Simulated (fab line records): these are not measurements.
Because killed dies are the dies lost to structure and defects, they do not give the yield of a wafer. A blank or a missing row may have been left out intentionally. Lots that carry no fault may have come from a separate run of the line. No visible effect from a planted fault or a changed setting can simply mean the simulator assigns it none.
Problem report in the 8D (eight disciplines) form, filled by code	flow sfq line	the parts of the form that need people (team, actions taken, sign-off) are left out

1. PROBLEM STATEMENT
Wafers free of any fault read 0.890 ohm/sq (standard deviation 0.012) for M1_NB_RS at SFQ_M1_RS_MEAS_909, against a mean of 1.019 ohm/sq on 6 wafers of 2 lots. That puts it +11 standard deviations away from the usual mean.
The step: measures by four-point-probe.
Earliest sighting: wafer L798.2 on film metro-01 at day 27 01:44. The record holds 42 wafers of 14 lots with a number at this step. The rule behind "out" and "out of limits": a value lying over 4 standard deviations away from the usual mean. Any other wafer with a number is counted as sound.

2. WHAT IT IS; WHAT IT IS NOT
question	is	is not
which readings at this step	M1_NB_RS	-
which lots	L798, L799	L777, L778, L779, L780, L783, L784, L785, L787, L790, L791, L797, L800
which wafers of those lots	all that have a number	-
read on which gauges	film metro-01	film metro-02, film metro-03
when	from day 27 01:44	up to then (33 sound wafers); but 3 sound wafers of L800 came after

3. WHAT RULES OUT EACH SUSPECT
Counting: a tool at a process step up to the reading stays a suspect if it ran every lot that is out and no sound lot after the first of them.
- the gauge at SFQ_M1_RS_MEAS_909 is ruled out. All the wafers that are out were read on film metro-01, but those of them that SFQ_TRILAYER_M1_ETCH_METAL_ETCH_042 has rows for are out there too, on other tools.
- pvd sputter-05 at SFQ_TRILAYER_M1_DEP_SPUTTER_037 (material Nb, target thk 200 nm, time 133.3 s): kept. Every lot that is out went through it, starting with L798 (day 27 01:37), and after that it ran no sound lot; the last sound lot it ran before then is L784 (day 21 11:46).
After counting, what remains is pvd sputter-05 at SFQ_TRILAYER_M1_DEP_SPUTTER_037.

4. THE CAUSE (what the simulator had put in)
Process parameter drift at SFQ_TRILAYER_M1_DEP_SPUTTER_037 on pvd sputter-05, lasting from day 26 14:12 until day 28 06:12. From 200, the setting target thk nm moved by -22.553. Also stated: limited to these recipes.
The count eliminated every tool but this one.

5. THE CHAIN OF EFFECTS, in route order
One row per reading whose mean, taken over the struck wafers that have a number, lies over 3 standard deviations from the usual. Only readings for which the record gives a usual standard deviation are gone through. hours: the time from each lot's start at the first step in this table that gives one to its start at this step, as a median over the lots. sigmas: the change in usual standard deviations.
hours	step	reading	usual	on struck wafers	change	sigmas
0	SFQ_M1_RS_MEAS_909	M1_NB_RS	0.890 ohm/sq	1.019	+0.129	+11
138	SFQ_TRILAYER_M1_ETCH_METAL_ETCH_042	oes product au	0.894 a.u.	0.829	-0.065	-7.6
It contains these process steps:
- SFQ_TRILAYER_M1_ETCH_METAL_ETCH_042: etches Nb in Cl2/Ar, stops on SiO2, target depth 240 nm, time 120 s.

6. WHAT WOULD HAVE CAUGHT IT SOONER
12 hours passed between the start of the fault at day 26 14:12 and the first reading out of limits at a measuring or inspecting step in this record, taken at day 27 01:44.
Of the tool readings at SFQ_TRILAYER_M1_DEP_SPUTTER_037 for which the record gives a usual standard deviation, none was out on any struck wafer, so an alarm limit of 4 standard deviations on them would not have fired.
Lots out: 2; of these, L799 started SFQ_TRILAYER_M1_DEP_SPUTTER_037 on pvd sputter-05 after day 27 01:44. It would have been spared by a hold on the tool at that moment.
